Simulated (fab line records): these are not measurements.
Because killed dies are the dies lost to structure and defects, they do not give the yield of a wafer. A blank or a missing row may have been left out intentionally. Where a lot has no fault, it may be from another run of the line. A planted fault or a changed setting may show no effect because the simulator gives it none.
fab line records | flow sky130
record: lots: 5 wafers: 15 last_day: 50
route steps=708 shown FIELD_ISO@6 PAD_OPEN@708
lots that met no fault: taken from a fault-free run of the same line
start_h: hours from the record's opening day to when the first of the lot's shown wafers began | wait_h: hours since the lot's step before | " identical to the entry in the row above | L1.1+2: a row that stands for several wafers | - no value present, or no start provided | * or withheld: withheld | < > ~ a bound
route shown NAME@n: NAME is a module with steps in the file, n the number in the route of the first one | usual: mean and standard deviation over wafers with no fault | same: alike in all rows | chamber/n: place in a boat | sites: the reading at each site | _std_site: the standard deviation of these | _edge_site: mean of outer sites minus mean of inner sites | radius_mm: for every site, how far away it sits from the centre of the wafer | mask NAME#n: copy n | behind: the tool/chamber that last shaped the wafer | hold: cause of the lot's hold/its duration in hours/its outcome | device: whichever transistor did not switch (one of n, p or np) | end of line: at the end of the route, the tests of the same wafers | a step given without rows: its recipe and nothing more | killed: the dies lost at the first sort to structure and to defects; this is not the yield of the wafer | map: the dies of a wafer, with x for killed, . for not killed, _ for no die there
set.NAME: the setting as run; set.NAME@STEP: as run at that earlier step | model.NAME: the simulator's own value behind a step, which no gauge read
lots at some steps of the route; a table a step, a row a wafer
services: when a tool's chamber went out of use (start_h, in hours from the record's first day, below 0 if earlier), for how many hours, and the reason
== steps ==
step: SKY_FIELD_ISO_DEHYDRATE_05
recipe: temp_c: 200 time_s: 60
step: SKY_FIELD_ISO_HMDS_06
recipe: prime_time_s: 57.2 prime_temp_c: 120
step: SKY_FIELD_ISO_COAT_07
recipe: resist: BARC temp_c: withheld time_s: withheld spin_rpm: 3000 resist_thk_nm: 60
step: SKY_FIELD_ISO_COAT_08
recipe: resist: KrF-thick spin_rpm: 3000 resist_thk_nm: 450
step: SKY_FIELD_ISO_SOFTBAKE_09
recipe: temp_c: 100 time_s: 90 resist: KrF-thick
step: SKY_FIELD_ISO_EXPOSE_10
recipe: mask_id: FOM na: 0.68 source_shape: annular sigma_inner: 0.4 sigma_outer: 0.8 target_cd_nm: 150 dose_mj: 28
step: SKY_FIELD_ISO_PEB_11
recipe: peb_temp_c: withheld peb_time_s: withheld resist: KrF-thick
step: SKY_FIELD_ISO_DEVELOP_12
recipe: develop_time_s: 60 resist: KrF-thick dev_temp_c: 19.76
step: SKY_FIELD_ISO_CD_MEAS_13
recipe: target_cd_nm: 150
usual: cd_nm: 150.2/1.6
columns lot.wafer tool chamber start_h wait_h cd_nm
L504.4 cd_sem-01 - 59.92 - 150.4
L504.5 " - " " 148.5
L504.6 " - " " 151.4
L508.1 cd_sem-02 - 81.27 - 149.0
L508.3 " - " " 149.1
L508.5 " - " " 147.6
L513.1 cd_sem-01 - 102.32 - 151.2
L513.4 " - " " 149.7
L513.6 " - " " 152.2
L519.1 cd_sem-01 - 135.57 - 149.8
L519.2 " - " " 148.0
L519.3 " - " " 148.8
L520.2 cd_sem-01 - 142.08 - 152.1
L520.3 " - " " 151.9
L520.5 " - " " 151.4
step: SKY_FIELD_ISO_ETCH_14
recipe: chemistry: N2/H2 target: BARC ion_energy_ev: 200 source_w: 500 bias_w: 100 pressure_mtorr: 30 n2_flow_sccm: 100 h2_flow_sccm: 200 stop_on: SiO2 time_s: 45.9 target_depth_a: 600
usual: chamber_pressure_mTorr: 30.00/0.032 drypump_motor_current_A: 5.7/0.39 oes_product_au: 0.854/0.0052 throttle_valve_pct: 13.224/0.0091
columns lot.wafer tool chamber start_h wait_h chamber_pressure_mTorr drypump_motor_current_A oes_product_au rf_hours_counter_h throttle_valve_pct
L504.4 rie_diel-03 3 59.98 0.0 29.99 5.3 0.855 71 13.215
L504.5 " 3 " " 30.02 5.4 0.858 - 13.232
L504.6 " 2 " " 30.02 5.5 0.865 - 13.226
L508.1 rie_diel-04 2 81.39 0.1 29.98 5.0 0.855 54 13.244
L508.3 " 0 " " 30.01 6.4 0.851 70 13.224
L508.5 " 0 " " 30.00 6.4 0.857 - 13.212
L513.1 rie_diel-02 0 102.44 0.1 29.97 5.7 0.853 123 13.220
L513.4 " 3 " " 29.99 5.7 0.845 - 13.233
L513.6 " 0 " " 29.96 5.7 0.857 - 13.227
L519.1 rie_diel-03 1 135.69 0.1 29.99 6.3 0.863 72 13.211
L519.2 " 2 " " 29.98 5.5 0.851 86 13.227
L519.3 " 3 " " 29.97 5.4 0.848 72 13.215
L520.2 rie_diel-02 3 142.18 0.1 30.03 5.7 0.852 6 13.223
L520.3 " 0 " " 30.01 5.7 0.853 124 13.228
L520.5 " 1 " " 30.02 5.5 0.853 - 13.232
step: SKY_FIELD_ISO_ETCH_15
recipe: chemistry: CHF3/O2 target_depth_nm: 180 stop_on: Si source_w: 600 bias_w: 200 pressure_mtorr: 40 chf3_flow_sccm: 50 O2_flow_sccm: 5 time_s: 72
usual: chamber_pressure_mTorr: 40.00/0.036 drypump_motor_current_A: 5.7/0.39 oes_product_au: 0.948/0.0064 throttle_valve_pct: 8.846/0.0085
columns lot.wafer tool chamber start_h wait_h chamber_pressure_mTorr drypump_motor_current_A oes_product_au rf_hours_counter_h throttle_valve_pct
L504.4 rie_diel-03 3 60.02 0.0 39.97 5.4 0.942 71 8.848
L504.5 " 3 " " 39.97 5.4 0.942 - 8.825
L504.6 " 2 " " 39.99 5.5 0.945 - 8.845
L508.1 rie_diel-04 2 81.43 0.0 39.98 5.0 0.962 54 8.851
L508.3 " 0 " " 40.00 6.4 0.961 70 8.845
L508.5 " 0 " " 39.96 6.4 0.954 - 8.834
L513.1 rie_diel-02 0 102.48 0.0 40.00 5.7 0.960 123 8.845
L513.4 " 3 " " 39.99 5.7 0.955 - 8.840
L513.6 " 0 " " 40.03 5.7 0.964 - 8.864
L519.1 rie_diel-03 1 135.73 0.0 40.06 6.2 0.948 72 8.848
L519.2 " 2 " " 40.08 5.5 0.955 86 8.852
L519.3 " 3 " " 40.03 5.4 0.955 72 8.854
L520.2 rie_diel-02 3 142.22 0.0 40.03 5.7 0.940 6 8.845
L520.3 " 0 " " 39.98 5.7 0.948 124 8.846
L520.5 " 1 " " 40.04 5.5 0.949 - 8.850
step: SKY_FIELD_ISO_STRIP_16
recipe: chemistry: O2/N2 power_w: 1400 pressure_mtorr: 1500 platen_temp_c: withheld o2_flow_sccm: 3000 n2_flow_sccm: 300 overash_fraction: 0.5
usual: chamber_pressure_mTorr: 1500.0/1.3 drypump_motor_current_A: 5.71/0.24 oes_product_au: 0.377/0.0045 strip_time_to_endpoint_s: 3.53/0.044
columns lot.wafer tool chamber start_h wait_h chamber_pressure_mTorr drypump_motor_current_A oes_product_au rf_hours_counter_h strip_time_to_endpoint_s
L504.4 plasma_asher-03 1 60.11 0.1 1500.7 5.42 0.380 - 3.61
L504.5 " 1 " " 1498.9 5.41 0.376 - 3.63
L504.6 " 0 " " 1501.4 5.66 0.379 - 3.52
L508.1 plasma_asher-02 1 81.49 0.0 1498.9 5.77 0.378 42 3.57
L508.3 " 0 " " 1500.4 5.61 0.374 - 3.52
L508.5 " 0 " " 1499.3 5.61 0.379 - 3.51
L513.1 plasma_asher-03 0 102.54 0.0 1498.9 5.68 0.379 29 3.52
L513.4 " 1 " " 1501.2 5.40 0.371 - 3.52
L513.6 " 1 " " 1499.5 5.41 0.377 - 3.53
L519.1 plasma_asher-02 0 135.79 0.0 1501.2 5.64 0.386 47 3.56
L519.2 " 1 " " 1501.4 5.79 0.385 47 3.56
L519.3 " 1 " " 1501.9 5.81 0.381 - 3.62
L520.2 plasma_asher-02 0 142.27 0.0 1499.9 5.63 0.376 48 3.54
L520.3 " 0 " " 1497.8 5.65 0.382 - 3.53
L520.5 " 1 " " 1498.6 5.83 0.376 - 3.48
step: SKY_FIELD_ISO_ETCH_17
recipe: target_depth_a: 3420 mask_material: Si3N4 chemistry: HBr/Cl2/O2 target: Si taper_deg: 5 icp_w: 600 bias_w: 150 pressure_mtorr: 15 HBr_flow_sccm: 150 Cl2_flow_sccm: 40 O2_flow_sccm: 6 time_s: 97.7
usual: chamber_pressure_mTorr: 15.001/0.017 drypump_motor_current_A: 5.8/0.42 mfc_cl2_sccm: 40.01/0.12 oes_product_au: 0.998/0.012 throttle_valve_pct: 25.657/0.011
columns lot.wafer tool chamber start_h wait_h chamber_pressure_mTorr drypump_motor_current_A mfc_cl2_sccm oes_product_au rf_hours_counter_h throttle_valve_pct model.etch.depth_nm model.FIELD_ISO.feature_depth_nm
L504.4 rie_si-01 1 60.17 0.0 15.013 6.3 40.07 1.006 110 25.666 344.3 344.3
L504.5 " 1 " " 14.976 6.3 40.10 1.001 - 25.668 342.5 342.5
L504.6 " 2 " " 14.978 6.2 39.99 0.983 - 25.647 331.3 331.3
L508.1 rie_si-02 3 81.59 0.1 15.009 6.2 39.98 1.030 0 25.628 358.8 358.8
L508.3 " 1 " " 14.982 5.7 40.10 1.000 87 25.660 339.1 339.1
L508.5 " 2 " " 15.019 5.0 40.09 1.008 - 25.639 344.5 344.5
L513.1 rie_si-02 0 102.64 0.1 14.993 5.6 40.11 1.085 2 25.604 385.9 385.9
L513.4 " 3 " " 14.987 6.2 39.98 1.030 0 25.636 357.9 357.9
L513.6 " 1 " " 14.998 5.6 40.06 0.996 - 25.650 338.9 338.9
L519.1 rie_si-01 1 135.89 0.1 14.999 6.4 39.93 1.001 110 25.643 343 343
L519.2 " 0 " " 14.993 5.5 39.86 0.991 63 25.653 333.7 333.7
L519.3 " 3 " " 15.007 5.8 39.90 0.991 64 25.675 337.3 337.3
L520.2 rie_si-01 2 142.37 0.1 14.977 6.2 39.78 0.994 55 25.645 338.9 338.9
L520.3 " 3 " " 15.018 5.8 40.03 0.997 64 25.657 342.1 342.1
L520.5 " 1 " " 14.973 6.3 39.93 1.015 - 25.649 349.4 349.4
step: SKY_FIELD_ISO_WET_ETCH_18
recipe: chemistry: H3PO4 target_depth_nm: 25 temp_c: 160 target: Si3N4 time_s: 286
step: SKY_PAD_OPEN_PROBE_99
usual: killed_at_M0_to_M3: 43/7.5 killed_at_M4_up: 3.0/1.6 killed_at_contacts: 23/5.8 killed_at_front_end: 14/4.8 killed_at_other: 0.3/0.52 killed_dies: 84/9.1 killed_on_rim: 16/3.4 killed_open: 47/7.2 killed_short: 37/5.8
same: gross_dies: 492 killed_at_back_side: 0
columns lot.wafer tool chamber start_h wait_h killed_at_M0_to_M3 killed_at_M4_up killed_at_contacts killed_at_front_end killed_at_other killed_dies killed_on_rim killed_open killed_short model.etest.res_p_drift_20v.line_ohm_um model.etest.res_p_drift_20v.rs_ohm_sq model.etest.pfet_16v.r_on_ohm_um model.etest.res_iso_pwell.rs_ohm_sq model.etest.res_iso_pwell.line_ohm_um model.etest.nfet_16v.r_on_ohm_um model.etest.res_nwell.rs_ohm_sq model.etest.res_nwell.line_ohm_um
L504.4 prober-01 - 1136.12 0.2 45 0 19 21 0 85 15 46 39 1.18e+04 9778 1.508e+04 3002 1141 1.417e+04 938.1 1124
L504.5 prober-01 - 1136.17 0.2 39 3 31 17 1 91 18 52 39 1.183e+04 9808 1.505e+04 3026 1143 1.417e+04 940.6 1126
L504.6 prober-01 - 1136.22 0.2 51 4 21 19 0 95 23 55 40 1.11e+04 9272 1.47e+04 2816 1058 1.409e+04 907.6 1092
L508.1 prober-02 - 1143.63 0.1 37 3 18 17 0 75 15 43 32 1.223e+04 1.038e+04 1.583e+04 3331 1278 1.397e+04 1042 1241
L508.3 prober-02 - 1143.73 0.2 39 4 25 15 0 83 23 48 35 1.113e+04 9397 1.501e+04 2926 1104 1.374e+04 974.8 1177
L508.5 prober-02 - 1143.83 0.2 35 1 26 16 1 79 19 44 35 1.138e+04 9620 1.527e+04 3012 1140 1.391e+04 983.6 1201
L513.1 prober-02 - 1160.26 0.1 42 4 22 19 0 87 16 46 41 1.789e+04 1.503e+04 1.954e+04 5566 2128 1.442e+04 1254 1444
L513.4 prober-02 - 1160.41 0.2 27 2 24 15 0 68 14 37 31 1.399e+04 1.174e+04 1.682e+04 3941 1490 1.43e+04 1102 1316
L513.6 prober-02 - 1160.51 0.2 43 5 20 10 0 78 13 49 29 1.211e+04 1.01e+04 1.573e+04 3268 1236 1.411e+04 1011 1201
L519.1 prober-02 - 1185.48 0.1 29 5 27 14 0 75 10 37 38 1.141e+04 9544 1.587e+04 3660 1399 1.401e+04 994.6 1171
L519.2 prober-02 - 1185.53 0.1 44 7 17 25 0 93 24 41 52 1.057e+04 9057 1.521e+04 3323 1239 1.4e+04 957.7 1141
L519.3 prober-02 - 1185.58 0.2 38 1 19 19 0 77 17 38 39 1.089e+04 9171 1.541e+04 3420 1292 1.394e+04 969.1 1130
L520.2 prober-01 - 1194.56 0.1 44 6 13 19 0 82 16 46 36 1.131e+04 9572 1.507e+04 2946 1123 1.403e+04 988.8 1183
L520.3 prober-01 - 1194.61 0.2 38 4 19 18 0 79 18 49 30 1.153e+04 9477 1.516e+04 2986 1131 1.388e+04 994.9 1174
L520.5 prober-01 - 1194.71 0.2 38 0 34 16 0 88 17 54 34 1.222e+04 1.031e+04 1.564e+04 3254 1238 1.396e+04 1043 1252
killed by level:class
L504.4 METAL1:geometric_particle:short=9 CONTACT:geometric_particle:open=8 VIA1:geometric_particle:open=8 VIA2:geometric_particle:open=6 POLY_GATE:geometric_particle:open=6 VIA3:geometric_particle:open=6 FIELD_ISO:geometric_particle:short=5 POLY_GATE:geometric_particle:short=5
L504.5 CONTACT:geometric_particle:open=10 VIA1:geometric_particle:open=10 LOCAL_INTERCONNECT:geometric_particle:short=7 VIA3:geometric_particle:open=7 POLY_GATE:geometric_particle:open=6 FIELD_ISO:geometric_particle:short=5 LI_CONTACT:geometric_particle:short=5 LI_CONTACT:geometric_particle:open=4
L504.6 VIA3:geometric_particle:open=13 CONTACT:geometric_particle:open=12 METAL2:geometric_particle:short=8 FIELD_ISO:geometric_particle:open=7 METAL1:geometric_particle:short=6 VIA1:geometric_particle:short=6 VIA2:geometric_particle:open=6 LI_CONTACT:geometric_particle:open=5
L508.1 VIA1:geometric_particle:open=10 LI_CONTACT:geometric_particle:open=8 POLY_GATE:geometric_particle:open=6 VIA2:geometric_particle:open=5 VIA3:geometric_particle:short=4 VIA1:geometric_particle:short=4 METAL3:geometric_particle:short=4 FIELD_ISO:geometric_particle:open=3
L508.3 VIA3:geometric_particle:open=10 LI_CONTACT:geometric_particle:open=9 VIA1:geometric_particle:open=8 CONTACT:geometric_particle:open=8 FIELD_ISO:geometric_particle:short=6 VIA1:geometric_particle:short=6 FIELD_ISO:geometric_particle:open=4 POLY_GATE:geometric_particle:open=4
L508.5 VIA1:geometric_particle:open=9 CONTACT:geometric_particle:open=7 FIELD_ISO:geometric_particle:open=5 LI_CONTACT:geometric_particle:short=5 CONTACT:geometric_particle:short=5 VIA1:geometric_particle:short=5 POLY_GATE:geometric_particle:open=4 LOCAL_INTERCONNECT:geometric_particle:short=4
L513.1 VIA3:geometric_particle:open=9 FIELD_ISO:geometric_particle:open=7 LI_CONTACT:geometric_particle:open=7 VIA1:geometric_particle:open=7 FIELD_ISO:geometric_particle:short=6 LOCAL_INTERCONNECT:geometric_particle:short=6 VIA1:geometric_particle:short=6 VIA2:geometric_particle:open=6
L513.4 CONTACT:geometric_particle:open=10 LI_CONTACT:geometric_particle:open=6 VIA2:geometric_particle:open=5 CONTACT:geometric_particle:short=5 VIA1:geometric_particle:open=5 POLY_GATE:geometric_particle:short=4 FIELD_ISO:geometric_particle:open=3 FIELD_ISO:geometric_particle:short=3
L513.6 CONTACT:geometric_particle:open=12 VIA1:geometric_particle:open=10 METAL1:geometric_particle:short=9 VIA2:geometric_particle:open=7 FIELD_ISO:geometric_particle:open=5 METAL4:geometric_particle:short=5 VIA1:geometric_particle:short=4 LI_CONTACT:geometric_particle:open=3
L519.1 CONTACT:geometric_particle:open=9 LOCAL_INTERCONNECT:geometric_particle:short=8 VIA1:geometric_particle:open=6 POLY_GATE:geometric_particle:open=5 VIA3:geometric_particle:open=5 LI_CONTACT:geometric_particle:open=4 CONTACT:geometric_particle:short=4 METAL1:geometric_particle:short=4
L519.2 VIA1:geometric_particle:open=12 VIA1:geometric_particle:short=8 FIELD_ISO:geometric_particle:short=7 CONTACT:geometric_particle:short=7 METAL2:geometric_particle:short=7 POLY_GATE:geometric_particle:short=6 POLY_GATE:geometric_particle:open=5 CONTACT:geometric_particle:open=5
L519.3 POLY_GATE:geometric_particle:open=6 VIA1:geometric_particle:open=6 VIA3:geometric_particle:open=6 LI_CONTACT:geometric_particle:open=5 LOCAL_INTERCONNECT:geometric_particle:short=5 METAL2:geometric_particle:short=5 METAL1:geometric_particle:short=5 METAL3:geometric_particle:short=5
L520.2 VIA3:geometric_particle:open=8 CONTACT:geometric_particle:open=8 VIA2:geometric_particle:open=8 POLY_GATE:geometric_particle:short=7 VIA1:geometric_particle:open=6 FIELD_ISO:geometric_particle:short=5 VIA1:geometric_particle:short=4 VIA2:geometric_particle:short=4
L520.3 VIA1:geometric_particle:open=11 VIA2:geometric_particle:open=7 FIELD_ISO:geometric_particle:open=6 VIA1:geometric_particle:short=6 CONTACT:geometric_particle:open=6 VIA3:geometric_particle:open=6 POLY_GATE:geometric_particle:short=5 METAL2:geometric_particle:open=5
L520.5 CONTACT:geometric_particle:open=14 LI_CONTACT:geometric_particle:open=11 VIA3:geometric_particle:open=8 FIELD_ISO:geometric_particle:short=6 VIA1:geometric_particle:open=6 METAL2:geometric_particle:short=6 VIA2:geometric_particle:open=6 SPACER:geometric_particle:short=4
== services ==
columns tool chamber start_h hours kind
rie_diel-02 2 38.53 122.0 repair
rie_si-02 3 43.95 - clean
rie_si-02 3 43.95 18.5 scheduled_down
rie_si-02 3 43.95 18.5 vent_cycle
rie_si-02 - 59.53 2.8 pm
plasma_asher-03 - 65.92 0.9 repair
rie_diel-02 0 66.59 3.2 repair
rie_diel-03 - 78.22 14.6 pm
rie_si-01 - 82.16 0.4 repair
plasma_asher-02 - 84.67 2.2 repair
rie_si-01 1 105.76 3.3 repair
rie_diel-04 - 122.61 0.1 repair
rie_diel-04 2 124.25 8.5 repair
rie_diel-02 1 127.05 1.3 repair
plasma_asher-03 - 139.75 11.1 repair
== key ==
first_sign: step: SKY_FIELD_ISO_ETCH_17 reading: oes_product_au direction: up sigmas: 7 usual: 0.998 struck: 1.085
effect: step: SKY_FIELD_ISO_ETCH_17 reading: throttle_valve_pct direction: down sigmas: 4.7 usual: 25.657 struck: 25.604
model_effect: step: SKY_FIELD_ISO_ETCH_17 value: etch.depth_nm without: 344.1 struck: 385.9
model_effect: step: SKY_PAD_OPEN_PROBE_99 value: etest.res_p_drift_20v.line_ohm_um without: 1.226e+04 struck: 1.789e+04
met_at SKY_FIELD_ISO_ETCH_17
struck_wafers L513.1
tester_left_out L513
fault: kind: process_parameter_drift tool: rie_si-02 chamber: 0 onset_h: 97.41 steps: SKY_FIELD_ISO_ETCH_17 channel: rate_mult offset: 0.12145 shape: step end_h: 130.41
tester_left_out: of these lots the tester's yield and bins aren't shown, on N5 and GAA mostly nor the transistor test; their killed dies are dies lost to structure and defects alone, not to doping, threshold or leakage, so they don't give the yield
